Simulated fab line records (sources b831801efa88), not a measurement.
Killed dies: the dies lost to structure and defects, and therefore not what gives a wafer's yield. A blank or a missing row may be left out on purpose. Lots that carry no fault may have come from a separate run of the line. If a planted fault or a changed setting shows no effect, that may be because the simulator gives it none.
fab line records ; flow sfq_line
record: lots: 14; wafers: 42; last_day: 84
route steps=325 shown L0@12 I0@45 I1@76
lots that met no fault: from a run of the same line without faults
start_h: hours from the record's first day to the start of the lot's first wafer shown ; wait_h: time in hours since the lot's previous step ; " identical to the entry in the row above ; L1.1+2: a row that stands for several wafers ; - value missing, or start not given ; * or withheld: withheld ; < > ~ a bound
route shown NAME@n: a module of which the file shows steps, and the number in the route of the first ; usual: average and standard deviation across the fault-free wafers ; same: alike in all rows ; chamber/n: place in a boat ; sites: readings site by site ; _std_site: the standard deviation of these ; _edge_site: the outer-site mean with the inner-site mean subtracted ; radius_mm: how far each site lies from the wafer's centre ; mask NAME#n: copy n ; behind: the tool/chamber that last shaped the wafer ; hold: what put the lot on hold/how long, in hours/how the hold closed ; device: the transistor (n, p or np) that didn't switch ; end of line: the route-end tests of the same wafers ; a step with no rows: only its recipe ; killed: at the first sort, the dies lost to defects and structure; wafer yield is something else ; map: a wafer's dies, marking killed ones x, the rest . and places with no die _
set.NAME: the setting as run; set.NAME@STEP: as run at that earlier step ; model.NAME: the simulator's own value behind a step, which no gauge read
the route's steps for a sample of lots (tables are steps, rows are wafers)
services: the hour from which a tool's chamber was out of use, counted from the record's first day as start_h (under 0 if before that day), plus the number of hours and why
== steps ==
step: SFQ_TRILAYER_L0_BARC_OPEN_METAL_ETCH_010
recipe: mask_material: PR; chemistry: O2; target_depth_nm: 125; target: BARC; icp_w: 600; bias_w: 80; pressure_mtorr: 10; time_s: 41.7
usual: bias_w: 80.01/0.22; drypump_motor_current_A: 5.4/0.38; he_backside_leak_sccm: 3.50/0.22; oes_product_au: 0.685/0.0042; rf_fwd_power_W: 594.1/2.2
lot.wafer;tool;chamber;start_h;wait_h;bias_w;drypump_motor_current_A;he_backside_leak_sccm;oes_product_au;rf_fwd_power_W;rf_hours_counter_h
L727.2;rie_metal-02;0;61.16;0.1;80.17;4.7;3.22;0.682;594.5;166
L727.5;rie_metal-02;1;61.16;0.1;79.80;5.4;3.75;0.684;595.0;-
L727.6;rie_metal-02;0;61.16;0.1;79.88;4.7;3.23;0.679;592.6;-
L728.1;rie_metal-03;1;67.16;0.1;80.39;5.3;3.36;0.691;593.9;34
L728.2;rie_metal-03;0;67.16;0.1;80.11;5.5;3.63;0.689;594.0;108
L728.4;rie_metal-03;0;67.16;0.1;80.50;5.5;3.80;0.696;594.3;-
L730.2;rie_metal-04;1;79.91;0.1;79.90;5.7;3.48;0.682;591.5;169
L730.3;rie_metal-04;1;79.91;0.1;80.12;5.7;3.35;0.685;593.0;-
L730.4;rie_metal-04;0;79.91;0.1;79.89;6.1;3.54;0.678;594.3;-
L731.4;rie_metal-04;1;82.37;0.1;80.15;5.7;3.41;0.683;596.1;-
L731.5;rie_metal-04;1;82.37;0.1;80.04;5.6;3.49;0.689;594.3;-
L731.6;rie_metal-04;1;82.37;0.1;80.08;5.6;3.43;0.678;594.0;-
L732.2;rie_metal-02;1;83.79;0.1;79.98;5.4;3.51;0.692;598.9;168
L732.4;rie_metal-02;0;83.79;0.1;79.52;4.7;3.30;0.686;592.8;-
L732.5;rie_metal-02;0;83.79;0.1;79.85;4.7;3.48;0.688;595.6;-
L733.3;rie_metal-03;1;88.13;0.1;79.64;5.3;3.45;0.687;591.4;-
L733.5;rie_metal-03;0;88.13;0.1;79.92;5.5;3.89;0.684;594.4;-
L733.6;rie_metal-03;1;88.13;0.1;80.00;5.3;3.44;0.688;595.4;-
L734.1;rie_metal-02;0;96.51;0.1;79.95;4.7;3.34;0.678;593.6;172
L734.2;rie_metal-02;1;96.51;0.1;80.02;5.4;3.63;0.690;596.4;170
L734.5;rie_metal-02;0;96.51;0.1;80.10;4.7;3.57;0.682;592.6;-
L735.2;rie_metal-02;1;101.31;0.1;79.72;5.4;3.74;0.685;595.6;171
L735.3;rie_metal-02;1;101.31;0.1;80.21;5.4;3.73;0.682;594.4;-
L735.6;rie_metal-02;1;101.31;0.1;80.23;5.4;3.63;0.683;597.4;-
L740.1;rie_metal-03;1;126.62;0.1;79.67;5.3;3.44;0.684;592.8;45
L740.2;rie_metal-03;0;126.62;0.1;80.01;5.5;3.77;0.687;593.8;119
L740.6;rie_metal-03;1;126.62;0.1;79.55;5.3;3.43;0.686;591.8;-
L741.1;rie_metal-03;1;133.82;0.1;79.73;5.3;3.34;0.681;591.7;46
L741.2;rie_metal-03;0;133.82;0.1;80.07;5.5;3.91;0.683;594.6;120
L741.4;rie_metal-03;0;133.82;0.1;80.40;5.5;3.87;0.686;595.4;-
L742.3;rie_metal-04;1;139.84;0.1;79.52;5.7;3.33;0.686;594.4;-
L742.4;rie_metal-04;0;139.84;0.1;80.11;6.1;3.27;0.684;593.5;-
L742.6;rie_metal-04;1;139.84;0.1;80.10;5.7;3.40;0.684;592.1;-
L744.2;rie_metal-02;1;149.42;0.1;79.77;5.4;3.47;0.685;596.2;180
L744.4;rie_metal-02;0;149.42;0.1;79.88;4.7;3.36;0.678;596.6;-
L744.6;rie_metal-02;0;149.42;0.1;79.75;4.7;3.37;0.684;597.0;-
L745.3;rie_metal-03;0;154.24;0.1;79.90;5.5;3.94;0.682;597.1;-
L745.4;rie_metal-03;1;154.24;0.1;80.21;5.3;3.28;0.685;591.0;-
L745.6;rie_metal-03;1;154.24;0.1;80.02;5.3;3.41;0.692;591.4;-
L750.1;rie_metal-03;1;183.02;0.1;79.86;5.3;3.41;0.682;592.0;55
L750.4;rie_metal-03;1;183.02;0.1;79.64;5.3;3.22;0.681;595.2;-
L750.5;rie_metal-03;1;183.02;0.1;79.97;5.3;3.29;0.686;592.8;-
step: SFQ_I0_BOW_MEAS_907
recipe: mode: bow
usual: I0_BOW: 2/8.2
lot.wafer;tool;chamber;start_h;wait_h;I0_BOW[um]
L727.2;film_metro-02;-;157.41;2.0;4
L727.5;film_metro-02;-;157.41;2.0;10
L727.6;film_metro-02;-;157.41;2.0;-5
L728.1;film_metro-01;-;164.91;2.0;-8
L728.2;film_metro-01;-;164.91;2.0;-1
L728.4;film_metro-01;-;164.91;2.0;4
L730.2;film_metro-03;-;177.64;2.0;-2
L730.3;film_metro-03;-;177.64;2.0;-2
L730.4;film_metro-03;-;177.64;2.0;1
L731.4;film_metro-03;-;182.95;2.6;0
L731.5;film_metro-03;-;182.95;2.6;6
L731.6;film_metro-03;-;182.95;2.6;2
L732.2;film_metro-01;-;186.23;2.5;-15
L732.4;film_metro-01;-;186.23;2.5;-5
L732.5;film_metro-01;-;186.23;2.5;2
L733.3;film_metro-03;-;192.25;2.5;-2
L733.5;film_metro-03;-;192.25;2.5;-1
L733.6;film_metro-03;-;192.25;2.5;-4
L734.1;film_metro-02;-;202.05;2.0;-8
L734.2;film_metro-02;-;202.05;2.0;-7
L734.5;film_metro-02;-;202.05;2.0;5
L735.2;film_metro-02;-;207.85;1.5;17
L735.3;film_metro-02;-;207.85;1.5;3
L735.6;film_metro-02;-;207.85;1.5;14
L740.1;film_metro-03;-;253.29;2.0;19
L740.2;film_metro-03;-;253.29;2.0;9
L740.6;film_metro-03;-;253.29;2.0;-9
L741.1;film_metro-01;-;262.29;2.0;23
L741.2;film_metro-01;-;262.29;2.0;17
L741.4;film_metro-01;-;262.29;2.0;11
L742.3;film_metro-01;-;265.33;2.5;3
L742.4;film_metro-01;-;265.33;2.5;11
L742.6;film_metro-01;-;265.33;2.5;6
L744.2;film_metro-01;-;275.04;1.0;1
L744.4;film_metro-01;-;275.04;1.0;-9
L744.6;film_metro-01;-;275.04;1.0;4
L745.3;film_metro-03;-;283.33;2.0;-14
L745.4;film_metro-03;-;283.33;2.0;16
L745.6;film_metro-03;-;283.33;2.0;2
L750.1;film_metro-03;-;307.74;1.5;12
L750.4;film_metro-03;-;307.74;1.5;5
L750.5;film_metro-03;-;307.74;1.5;-3
step: SFQ_TRILAYER_I0_VIA_ETCH_VIA_ETCH_034
recipe: target: SiO2; stop_on: Nb; mask_material: PR; taper_deg: 20; chemistry: CHF3; target_depth_nm: 260; source_w: 500; bias_w: 80; pressure_mtorr: 30; time_s: withheld
usual: bias_w: 80.00/0.23; drypump_motor_current_A: 5.66/0.24; oes_product_au: 0.854/0.0052; rf_fwd_power_W: 498.0/1.6
lot.wafer;tool;chamber;start_h;wait_h;bias_w;drypump_motor_current_A;oes_product_au;rf_fwd_power_W
L727.2;rie_diel-01;2;213.21;0.0;80.35;5.80;0.850;499.4
L727.5;rie_diel-01;1;213.21;0.0;80.52;5.07;0.850;503.1
L727.6;rie_diel-01;0;213.21;0.0;80.16;6.07;0.855;499.4
L728.1;rie_diel-04;1;220.41;0.0;80.16;5.32;0.854;496.2
L728.2;rie_diel-04;3;220.41;0.0;80.28;5.80;0.857;499.0
L728.4;rie_diel-04;2;220.41;0.0;80.44;5.76;0.849;495.3
L730.2;rie_diel-01;3;234.81;0.0;79.33;5.90;0.865;497.6
L730.3;rie_diel-01;2;234.81;0.0;79.88;5.79;0.855;498.0
L730.4;rie_diel-01;1;234.81;0.0;80.21;5.05;0.855;496.7
L731.4;rie_diel-03;1;239.61;0.0;79.80;5.60;0.855;500.2
L731.5;rie_diel-03;0;239.61;0.0;79.87;5.47;0.853;496.1
L731.6;rie_diel-03;3;239.61;0.0;79.93;5.76;0.861;496.7
L732.2;rie_diel-03;2;244.41;0.0;79.64;5.77;0.866;496.8
L732.4;rie_diel-03;0;244.41;0.0;80.16;5.46;0.849;499.9
L732.5;rie_diel-03;2;244.41;0.0;79.96;5.75;0.848;496.0
L733.3;rie_diel-01;0;249.21;0.0;79.95;6.08;0.853;496.6
L733.5;rie_diel-01;2;249.21;0.0;80.28;5.82;0.858;496.9
L733.6;rie_diel-01;1;249.21;0.0;79.98;5.02;0.855;497.5
L734.1;rie_diel-03;2;258.36;0.0;80.04;5.76;0.859;497.8
L734.2;rie_diel-03;0;258.36;0.0;79.61;5.43;0.856;498.4
L734.5;rie_diel-03;0;258.36;0.0;79.42;5.44;0.853;497.1
L735.2;rie_diel-03;1;263.16;0.0;79.57;5.63;0.854;498.7
L735.3;rie_diel-03;3;263.16;0.0;79.87;5.79;0.858;497.1
L735.6;rie_diel-03;1;263.16;0.0;80.16;5.60;0.852;499.4
L740.1;rie_diel-03;0;304.19;0.0;78.06;5.43;0.862;497.7
L740.2;rie_diel-03;2;304.19;0.0;78.25;5.77;0.857;496.6
L740.6;rie_diel-03;2;304.19;0.0;78.24;5.77;0.849;499.6
L741.1;rie_diel-03;1;316.19;0.0;77.56;5.57;0.844;497.4
L741.2;rie_diel-03;2;316.19;0.0;77.91;5.76;0.854;498.3
L741.4;rie_diel-03;3;316.19;0.0;77.84;5.81;0.853;497.9
L742.3;rie_diel-01;1;324.96;0.1;79.84;5.02;0.853;500.5
L742.4;rie_diel-01;0;324.96;0.1;80.01;6.06;0.854;497.0
L742.6;rie_diel-01;1;324.96;0.1;79.71;5.05;0.855;499.6
L744.2;rie_diel-04;2;336.69;0.0;80.29;5.77;0.849;498.1
L744.4;rie_diel-04;0;336.69;0.0;80.66;5.69;0.855;498.9
L744.6;rie_diel-04;1;336.69;0.0;79.98;5.33;0.855;498.3
L745.3;rie_diel-01;0;346.29;0.0;80.35;6.08;0.857;499.1
L745.4;rie_diel-01;3;346.29;0.0;79.69;5.90;0.845;497.9
L745.6;rie_diel-01;3;346.29;0.0;80.01;5.90;0.854;497.5
L750.1;rie_diel-04;0;372.69;0.0;80.15;5.68;0.841;500.0
L750.4;rie_diel-04;2;372.69;0.0;79.86;5.78;0.850;497.5
L750.5;rie_diel-04;0;372.69;0.0;79.64;5.68;0.849;498.4
step: SFQ_TRILAYER_I1_METRO_MEASURE_047
usual: thk_nm: 199.7/0.9
lot.wafer;tool;chamber;start_h;wait_h;thk_nm
L727.2;film_metro-04;-;296.34;0.3;199.1
L727.5;film_metro-04;-;296.34;0.3;199.5
L727.6;film_metro-04;-;296.34;0.3;199.9
L728.1;film_metro-01;-;305.14;0.1;199.8
L728.2;film_metro-01;-;305.14;0.1;199.4
L728.4;film_metro-01;-;305.14;0.1;199.2
L730.2;film_metro-04;-;326.34;0.3;200.0
L730.3;film_metro-04;-;326.34;0.3;199.6
L730.4;film_metro-04;-;326.34;0.3;199.6
L731.4;film_metro-02;-;336.14;0.6;198.9
L731.5;film_metro-02;-;336.14;0.6;199.8
L731.6;film_metro-02;-;336.14;0.6;199.7
L732.2;film_metro-02;-;338.74;0.3;200.5
L732.4;film_metro-02;-;338.74;0.3;199.7
L732.5;film_metro-02;-;338.74;0.3;201.0
L733.3;film_metro-01;-;344.39;0.5;200.2
L733.5;film_metro-01;-;344.39;0.5;200.6
L733.6;film_metro-01;-;344.39;0.5;198.9
L734.1;film_metro-01;-;352.99;0.1;199.7
L734.2;film_metro-01;-;352.99;0.1;198.4
L734.5;film_metro-01;-;352.99;0.1;199.1
L735.2;film_metro-04;-;356.19;0.3;200.3
L735.3;film_metro-04;-;356.19;0.3;200.2
L735.6;film_metro-04;-;356.19;0.3;199.6
L740.1;film_metro-01;-;394.20;0.1;201.2
L740.2;film_metro-01;-;394.20;0.1;199.8
L740.6;film_metro-01;-;394.20;0.1;199.4
L741.1;film_metro-02;-;407.24;0.1;200.3
L741.2;film_metro-02;-;407.24;0.1;200.7
L741.4;film_metro-02;-;407.24;0.1;200.2
L742.3;film_metro-02;-;416.04;0.5;201.6
L742.4;film_metro-02;-;416.04;0.5;200.5
L742.6;film_metro-02;-;416.04;0.5;200.0
L744.2;film_metro-02;-;430.79;0.3;199.8
L744.4;film_metro-02;-;430.79;0.3;200.5
L744.6;film_metro-02;-;430.79;0.3;199.6
L745.3;film_metro-02;-;436.99;0.5;200.2
L745.4;film_metro-02;-;436.99;0.5;200.1
L745.6;film_metro-02;-;436.99;0.5;199.9
L750.1;film_metro-01;-;468.57;0.1;199.3
L750.4;film_metro-01;-;468.57;0.1;198.8
L750.5;film_metro-01;-;468.57;0.1;198.7
== services ==
tool;chamber;start_h;hours;kind
rie_metal-03;0;70.39;1.2;repair
film_metro-02;-;116.74;0.5;pm
rie_diel-03;3;126.46;8.3;repair
rie_diel-03;0;133.02;3.4;repair
rie_metal-03;0;176.64;8.9;repair
film_metro-02;-;181.21;2.0;pm
rie_diel-03;1;187.38;18.0;repair
rie_metal-03;-;199.59;1.2;repair
rie_diel-03;0;204.67;5.7;repair
rie_metal-03;-;227.05;0.3;repair
film_metro-02;-;232.56;2.1;pm
rie_diel-03;-;233.29;5.4;repair
rie_diel-03;1;241.84;4.4;repair
rie_metal-03;0;259.94;22.7;repair
rie_metal-03;-;276.41;28.1;pm
rie_metal-03;-;324.33;2.8;pm
rie_diel-03;0;345.74;8.5;repair
rie_metal-03;0;359.94;11.6;repair
film_metro-02;-;361.81;0.5;pm
rie_diel-03;2;382.87;4.2;repair
rie_diel-03;3;403.83;132.0;repair
rie_diel-03;-;421.53;27.6;repair
film_metro-02;-;426.06;1.2;pm
rie_diel-03;2;437.59;23.8;repair
== key ==
first_sign: step: SFQ_TRILAYER_I0_VIA_ETCH_VIA_ETCH_034; reading: bias_w; direction: down; sigmas: 8.8; usual: 80.00; struck: 77.98
effect none on later readings
met_at SFQ_TRILAYER_I0_VIA_ETCH_VIA_ETCH_034
struck_lots L740,L741
not_acting_at SFQ_TRILAYER_L0_BARC_OPEN_METAL_ETCH_010,SFQ_I0_BOW_MEAS_907,SFQ_TRILAYER_I1_METRO_MEASURE_047
onset_between 263.16 304.19
fault: kind: process_parameter_drift; tool: rie_diel-03; chamber: -; onset_h: 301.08; steps: SFQ_TRILAYER_I0_VIA_ETCH_VIA_ETCH_034; channel: bias_w; offset: -2.0757; shape: step; end_h: 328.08; acts_in: these_recipes_only; stated: 80
